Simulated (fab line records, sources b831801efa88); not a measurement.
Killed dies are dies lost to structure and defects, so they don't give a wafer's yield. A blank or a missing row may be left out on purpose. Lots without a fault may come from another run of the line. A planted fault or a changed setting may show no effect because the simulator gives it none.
Problem report in the 8D (eight disciplines) form, filled by code | flow sfq_line | the parts of the form that need people (team, actions taken, sign-off) are left out

1. THE PROBLEM
run_length_s at SFQ_TRILAYER_M2_ETCH_METAL_ETCH_060 reads a mean of 139.6 s on 4 wafers of 3 lots; wafers without a fault read 148.1 s with a standard deviation of 0.66. That is -13 standard deviations from the usual mean.
The step: etches Nb in Cl2/Ar, stops on SiO2, target depth 240 nm, time 120 s.
First seen on wafer L855.1, day 29 15:14, on rie_metal-03. The record holds 19 wafers of 7 lots with a number at this step. Rule for "out", or "out of limits": more than 4 standard deviations from the usual mean. The other wafers with a number count as sound.

2. WHAT IT IS AND WHAT IT IS NOT
question                    | is                             | is not
which readings at this step | run_length_s, oes_product_au   | drypump_motor_current_A, he_backside_leak_sccm
which lots                  | L855, L856, L860               | L844, L848, L861, L862
which wafers of those lots  | L855.1, L856.1, L856.6, L860.6 | L855.3, L855.4, L860.2
read on which tools         | rie_metal-03                   | rie_metal-01, rie_metal-04
when                        | from day 29 15:14              | up to then (8 sound wafers); but 7 sound wafers of L860, L861, L862 came after

3. SUSPECTS, AND WHAT RULES EACH OUT
Counting: a tool at a process step up to the reading stays a suspect if it ran every lot that is out. Sound lots after the first of them don't rule it out here, since some wafers of a struck lot are sound.
- rie_metal-03 at SFQ_TRILAYER_M2_BARC_OPEN_METAL_ETCH_077 (etches BARC in O2, target depth 125 nm, time 41.7 s): kept. It ran every lot that is out, first L855 (day 29 15:11); its last sound lot up to then is L848 (day 27 10:42).
- rie_metal-03 at SFQ_TRILAYER_M2_ETCH_METAL_ETCH_060 (etches Nb in Cl2/Ar, stops on SiO2, target depth 240 nm, time 120 s): kept. It ran every lot that is out, first L855 (day 29 15:14); its last sound lot up to then is L848 (day 27 10:46). Its own readings are out on those wafers: oes_product_au, run_length_s.
Left after counting: rie_metal-03 at SFQ_TRILAYER_M2_BARC_OPEN_METAL_ETCH_077, rie_metal-03 at SFQ_TRILAYER_M2_ETCH_METAL_ETCH_060.

4. THE CAUSE (what the simulator had put in)
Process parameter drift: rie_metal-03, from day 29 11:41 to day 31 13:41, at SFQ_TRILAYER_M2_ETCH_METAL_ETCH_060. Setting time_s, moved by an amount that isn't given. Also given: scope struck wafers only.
Counting left 2 suspects, and this tool is among them.

5. THE CHAIN OF EFFECTS, in route order
Each row: a reading whose mean over the struck wafers that have a number lies more than 3 standard deviations from the usual. Only readings for which the record gives a usual standard deviation are gone through. hours: the time from each lot's start at the first step in this table that gives one to its start at this step, as a median over the lots. sigmas: the change in usual standard deviations.
hours | step                                | reading        | usual      | on struck wafers | change | sigmas
0     | SFQ_TRILAYER_M2_ETCH_METAL_ETCH_060 | oes_product_au | 0.892 a.u. | 0.964            | +0.072 | +11
0     | SFQ_TRILAYER_M2_ETCH_METAL_ETCH_060 | run_length_s   | 148.1 s    | 139.6            | -8.5   | -13
The process steps in it:
- SFQ_TRILAYER_M2_ETCH_METAL_ETCH_060: etches Nb in Cl2/Ar, stops on SiO2, target depth 240 nm, time 120 s.
Readings that are blank on the struck wafers while sound wafers have them: bias_w at SFQ_TRILAYER_M2_ETCH_METAL_ETCH_060.

6. WHAT WOULD HAVE CAUGHT IT SOONER
In this record the first reading out of limits was taken at day 29 15:14, 4 hours after the fault began at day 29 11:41.
